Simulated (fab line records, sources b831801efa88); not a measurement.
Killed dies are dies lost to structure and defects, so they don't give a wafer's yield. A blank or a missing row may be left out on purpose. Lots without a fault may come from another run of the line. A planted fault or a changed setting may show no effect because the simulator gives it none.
Which tool did it? | flow sky130 | 11 lots, 33 wafers sampled, at 3 steps of a route of 708

WHAT THE GAUGES READ, wafer by wafer
SKY_LDD_HVP_TW_MEAS_10.
lot  | measured     | on            | LDD_HVP_TW
L102 | day 21 23:25 | film_metro-04 | 457.6 457.2 457.3
L103 | day 22 05:08 | film_metro-01 | 461.7 461.7 461.0
L104 | day 22 20:11 | film_metro-01 | 460.2 460.7 461.2
L105 | day 23 03:16 | film_metro-02 | 458.2 454.4 458.2
L106 | day 23 14:00 | film_metro-01 | 464.5 462.1 463.0
L108 | day 24 09:28 | film_metro-02 | 456.3 458.2 457.3
L112 | day 25 19:56 | film_metro-02 | 442.6 444.5 441.4
L116 | day 26 19:47 | film_metro-04 | 444.4 443.3 446.1
L119 | day 28 03:59 | film_metro-02 | 457.4 456.1 455.1
L121 | day 28 17:49 | film_metro-04 | 450.7 451.7 456.0
L124 | day 30 01:41 | film_metro-04 | 453.9 450.0 451.9

WHICH TOOL RAN EACH LOT (tool, then ch and the chambers of the sampled wafers, then the start)
lot  | SKY_FIELD_ISO_ETCH_17           | SKY_LDD_HVP_IMPLANT_08
L102 | rie_si-01 ch 0,2,3, day 2 12:19 | implanter-03 ch 0, day 21 23:11
L103 | rie_si-02 ch 0,1,2, day 2 14:52 | implanter-04 ch 0, day 22 04:56
L104 | rie_si-01 ch 0,1,2, day 2 22:24 | implanter-04 ch 0, day 22 19:58
L105 | rie_si-01 ch 2,3, day 3 01:41   | implanter-03 ch 0, day 23 03:03
L106 | rie_si-01 ch 0,1,2, day 3 06:57 | implanter-01 ch 0, day 23 13:45
L108 | rie_si-01 ch 1,2,3, day 3 17:43 | implanter-01 ch 0, day 24 09:13
L112 | rie_si-01 ch 0,2,3, day 4 14:13 | implanter-04 ch 0, day 25 19:42
L116 | rie_si-01 ch 1,2,3, day 5 09:35 | implanter-04 ch 0, day 26 19:33
L119 | rie_si-02 ch 0,3, day 6 03:48   | implanter-01 ch 0, day 28 03:44
L121 | rie_si-02 ch 1,2,3, day 6 13:11 | implanter-03 ch 0, day 28 17:36
L124 | rie_si-02 ch 0,1,2, day 7 03:59 | implanter-03 ch 0, day 30 01:27
- SKY_FIELD_ISO_ETCH_17: etches Si in HBr/Cl2/O2, target depth 342 nm, time 97.7 s.
- SKY_LDD_HVP_IMPLANT_08

THE ANSWER, worked out from the rows above alone
Rule: what is usual is taken from the lots themselves. Put in order of their means at a reading, lots are off if they are a third of the lots or fewer, leave a main group of 4 or more, and stand apart from it by a gap of 3 or more times the standard deviation of the main group's means; of several such gaps the widest counts. A main group whose means are all the same, to the digits that the tables above print for the reading, isn't used. A lot without any number at a reading at which 4 lots or more have one is off too. The other lots that the step has rows for count as sound.
No lot is off at any reading shown: from this, nothing can be told.

WHAT THE SIMULATOR HAD PUT IN
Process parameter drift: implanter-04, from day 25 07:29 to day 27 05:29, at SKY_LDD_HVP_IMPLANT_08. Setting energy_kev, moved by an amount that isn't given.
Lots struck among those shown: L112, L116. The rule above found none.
